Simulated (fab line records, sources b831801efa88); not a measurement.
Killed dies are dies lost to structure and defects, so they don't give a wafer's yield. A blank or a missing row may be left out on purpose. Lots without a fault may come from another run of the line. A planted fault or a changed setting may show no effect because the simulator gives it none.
fab line records | flow gf180mcu | part 2 of 2: steps 24 to 33 of 33
record lots=5 wafers=15 last_day=31
route steps=602 shown VT_IMPLANT@110 MVSD@136 NWELL@137 LVPWELL@138 MVPSD@139 DUAL_GATE@141
lots that met no fault: from a run of the same line without faults
start_h: hours from the record's first day to the start of the lot's first wafer shown | wait_h: hours since the lot's step before | " the same as in the row above | L1.1+2: a row that stands for several wafers | - no value, or no start given | * or withheld: withheld | < > ~ a bound
route shown NAME@n: a module of which the file shows steps, and the number in the route of the first | usual: mean/standard deviation of fault-free wafers | same: alike in all rows | chamber/n: place in a boat | sites: the reading at each site | _std_site: their standard deviation | _edge_site: outer sites' mean less inner sites' | radius_mm: how far each site lies from the wafer's centre | mask NAME#n: copy n | behind: the tool/chamber that last shaped the wafer | hold: why the lot was held/for how many hours/how that ended | device: the transistor (n, p or np) that didn't switch | end of line: the same wafers' tests at the end of the route | a step without rows: its recipe alone | killed: dies lost to structure and defects at the first sort, not the wafer's yield | map: a wafer's dies, x killed, . not, _ none there
set.NAME: the setting as run; set.NAME@STEP: as run at that earlier step | model.NAME: the simulator's own value behind a step, which no gauge read
lots at some steps of the route; a table a step, a row a wafer
services: from which hour (start_h, from the record's first day; less than 0 if before it) a tool's chamber was out of use, for how many hours, and why
## steps
# step GF_VT_IMPLANT_TW_MEAS_43
# usual VT_IMPLANT_4_TW=691/5.2
# columns lot.wafer tool chamber start_h wait_h VT_IMPLANT_4_TW
L074.3 film_metro-03 - 158.27 0.1 691
L074.5 " - " " 689
L074.6 " - " " 693
L077.3 film_metro-02 - 174.00 0.1 688
L077.5 " - " " 691
L077.6 " - " " 688
L078.1 film_metro-03 - 180.35 0.1 695
L078.3 " - " " 691
L078.6 " - " " 695
L080.1 film_metro-02 - 194.80 0.1 693
L080.2 " - " " 696
L080.3 " - " " 694
L084.1 film_metro-03 - 232.20 0.1 677
L084.3 " - " " 680
L084.5 " - " " 681
# step GF_VT_IMPLANT_CLEAN_44
# recipe chemistry=SC1/SC2 mix=1:4:20 temp_c=70 time_s=150 dry=n2_spin
# usual temp_c=69.99/0.14
# columns lot.wafer tool chamber start_h wait_h temp_c
L074.3 wet_bench-04 2 158.31 0.0 70.05
L074.5 " 2 " " 69.68
L074.6 " 2 " " 69.86
L077.3 wet_bench-04 3 174.04 0.0 70.24
L077.5 " 3 " " 69.91
L077.6 " 3 " " 70.08
L078.1 wet_bench-01 2 180.41 0.1 70.19
L078.3 " 2 " " 70.14
L078.6 " 2 " " 70.06
L080.1 wet_bench-03 3 194.86 0.1 69.85
L080.2 " 3 " " 69.76
L080.3 " 3 " " 69.96
L084.1 wet_bench-03 1 232.26 0.1 69.76
L084.3 " 1 " " 69.75
L084.5 " 1 " " 69.76
# step GF_VT_IMPLANT_RTA_45
# recipe temp_c=1050 time_s=30 ambient=N2
# usual anneal_temp_c_max=1054.8/0.78 lamp_power_pct=40/3.8 wafer_temp_C_max=1053.3/0.71
# columns lot.wafer tool chamber start_h wait_h anneal_temp_c_max lamp_power_pct wafer_temp_C_max
L074.3 rtp_anneal-01 0 158.39 0.0 1054.1 37 1053.8
L074.5 " 0 " " 1055.7 37 1052.9
L074.6 " 0 " " 1055.2 36 1053.3
L077.3 rtp_anneal-01 0 174.12 0.0 1055.4 37 1055.6
L077.5 " 0 " " 1055.3 37 1054.2
L077.6 " 0 " " 1054.9 37 1054.3
L078.1 rtp_anneal-02 0 180.46 0.0 1055.3 44 1053.4
L078.3 " 0 " " 1054.2 44 1052.6
L078.6 " 0 " " 1054.7 44 1053.4
L080.1 rtp_anneal-02 0 194.91 0.0 1054.8 44 1052.9
L080.2 " 0 " " 1054.3 44 1052.3
L080.3 " 0 " " 1055.9 44 1053.8
L084.1 rtp_anneal-02 0 232.31 0.0 1054.7 44 1054.6
L084.3 " 0 " " 1054.9 44 1053.4
L084.5 " 0 " " 1054.2 44 1053.4
# step GF_VT_IMPLANT_RS_MEAS_46
# recipe thk_meas_gauge=four-point-probe
# usual MVSD_RS=456.6/1.1
# columns lot.wafer tool chamber start_h wait_h MVSD_RS[ohm/sq]
L074.3 film_metro-04 - 158.50 0.1 456.8
L074.5 " - " " 456.1
L074.6 " - " " 457.1
L077.3 film_metro-03 - 174.23 0.1 456.6
L077.5 " - " " 455.1
L077.6 " - " " 457.0
L078.1 film_metro-04 - 180.56 0.1 457.4
L078.3 " - " " 456.7
L078.6 " - " " 455.8
L080.1 film_metro-01 - 195.01 0.1 457.7
L080.2 " - " " 457.6
L080.3 " - " " 455.1
L084.1 film_metro-03 - 232.41 0.1 456.3
L084.3 " - " " 457.1
L084.5 " - " " 456.4
# step GF_VT_IMPLANT_RS_MEAS_47
# recipe thk_meas_gauge=four-point-probe
# usual NWELL_RS=488.1/1.2
# columns lot.wafer tool chamber start_h wait_h NWELL_RS[ohm/sq]
L074.3 film_metro-04 - 158.62 0.1 489.1
L074.5 " - " " 487.9
L074.6 " - " " 487.6
L077.3 film_metro-03 - 174.35 0.1 488.2
L077.5 " - " " 488.5
L077.6 " - " " 486.9
L078.1 film_metro-04 - 180.68 0.1 488.0
L078.3 " - " " 487.5
L078.6 " - " " 488.3
L080.1 film_metro-01 - 195.13 0.1 488.9
L080.2 " - " " 488.3
L080.3 " - " " 487.9
L084.1 film_metro-03 - 232.53 0.1 487.8
L084.3 " - " " 489.0
L084.5 " - " " 487.4
# step GF_VT_IMPLANT_RS_MEAS_48
# recipe thk_meas_gauge=four-point-probe
# usual LVPWELL_RS=1197.2/2.9
# columns lot.wafer tool chamber start_h wait_h LVPWELL_RS[ohm/sq]
L074.3 film_metro-04 - 158.74 0.1 1195.4
L074.5 " - " " 1198.8
L074.6 " - " " 1198.9
L077.3 film_metro-03 - 174.47 0.1 1194.6
L077.5 " - " " 1197.3
L077.6 " - " " 1197.0
L078.1 film_metro-04 - 180.80 0.1 1195.7
L078.3 " - " " 1198.8
L078.6 " - " " 1197.4
L080.1 film_metro-01 - 195.25 0.1 1193.2
L080.2 " - " " 1195.4
L080.3 " - " " 1195.9
L084.1 film_metro-03 - 232.65 0.1 1196.8
L084.3 " - " " 1192.8
L084.5 " - " " 1194.8
# step GF_VT_IMPLANT_RS_MEAS_49
# recipe thk_meas_gauge=four-point-probe
# usual MVPSD_RS=1178.0/2.8
# columns lot.wafer tool chamber start_h wait_h MVPSD_RS[ohm/sq]
L074.3 film_metro-04 - 158.86 0.1 1179.8
L074.5 " - " " 1184.2
L074.6 " - " " 1181.9
L077.3 film_metro-03 - 174.59 0.1 1173.1
L077.5 " - " " 1174.2
L077.6 " - " " 1172.8
L078.1 film_metro-04 - 180.92 0.1 1181.2
L078.3 " - " " 1177.9
L078.6 " - " " 1178.5
L080.1 film_metro-01 - 195.37 0.1 1177.1
L080.2 " - " " 1176.2
L080.3 " - " " 1177.0
L084.1 film_metro-03 - 232.77 0.1 1180.3
L084.3 " - " " 1182.4
L084.5 " - " " 1180.3
# step GF_VT_IMPLANT_WET_ETCH_50
# recipe chemistry=dHF target_depth_nm=20 target=SiO2 temp_c=24.53 dilution=100:1 time_s=400
# usual temp_c=24.52/0.098
# columns lot.wafer tool chamber start_h wait_h temp_c
L074.3 wet_bench-03 2 158.94 0.1 24.51
L074.5 " 2 " " 24.37
L074.6 " 2 " " 24.53
L077.3 wet_bench-03 2 174.67 0.1 24.57
L077.5 " 2 " " 24.56
L077.6 " 2 " " 24.71
L078.1 wet_bench-03 2 181.04 0.1 24.33
L078.3 " 2 " " 24.61
L078.6 " 2 " " 24.60
L080.1 wet_bench-04 1 195.49 0.1 24.54
L080.2 " 1 " " 24.56
L080.3 " 1 " " 24.63
L084.1 wet_bench-01 3 232.89 0.1 24.71
L084.3 " 3 " " 24.55
L084.5 " 3 " " 24.62
# step GF_DUAL_GATE_CLEAN_00
# recipe chemistry=SC1/SC2 mix=1:4:20 temp_c=70 time_s=150
# usual temp_c=69.97/0.11
# columns lot.wafer tool chamber start_h wait_h temp_c
L074.3 wet_bench-01 1 159.06 0.0 69.70
L074.5 " 1 " " 69.95
L074.6 " 1 " " 70.04
L077.3 wet_bench-04 2 174.80 0.0 70.02
L077.5 " 2 " " 69.85
L077.6 " 2 " " 69.78
L078.1 wet_bench-01 0 181.16 0.0 70.08
L078.3 " 0 " " 70.29
L078.6 " 0 " " 70.09
L080.1 wet_bench-01 0 195.61 0.0 69.78
L080.2 " 0 " " 70.06
L080.3 " 0 " " 69.95
L084.1 wet_bench-03 0 233.01 0.0 69.79
L084.3 " 0 " " 69.85
L084.5 " 0 " " 70.02
# step GF_DUAL_GATE_CLEAN_01
# recipe chemistry=dHF time_s=20 dilution=100:1 dry=ipa_marangoni
# columns lot.wafer tool chamber start_h wait_h
L074.3+5+6 wet_bench-04 3 159.11 0.0
L077.3+5+6 wet_bench-03 1 174.85 0.0
L078.1+3+6 wet_bench-03 0 181.21 0.0
L080.1+2+3 wet_bench-03 1 195.66 0.0
L084.1+3+5 wet_bench-01 0 233.06 0.0
## services
# columns tool chamber start_h hours kind
iline_stepper-02 - 106.22 1.7 pm
plasma_asher-04 - 108.82 9.0 pm
plasma_asher-04 0 108.82 9.0 vent_cycle
plasma_asher-04 1 108.82 9.0 vent_cycle
plasma_asher-04 0 117.82 - clean
plasma_asher-04 1 117.82 - clean
iline_stepper-01 - 122.43 1.7 pm
implanter-03 - 133.55 0.8 repair
implanter-01 - 135.37 4.3 pm
plasma_asher-04 - 137.06 3.3 repair
plasma_asher-04 - 141.22 14.1 repair
iline_stepper-02 - 143.04 4.4 pm
wet_bench-01 - 150.15 2.7 repair
rtp_anneal-02 - 156.57 4.4 repair
iline_stepper-01 - 179.55 2.1 pm
iline_stepper-01 - 181.63 - consumable_replace:lamp
implanter-02 - 211.90 7.5 pm
implanter-03 - 212.69 5.8 repair
plasma_asher-01 - 220.52 2.8 pm
implanter-01 - 227.70 3.9 repair
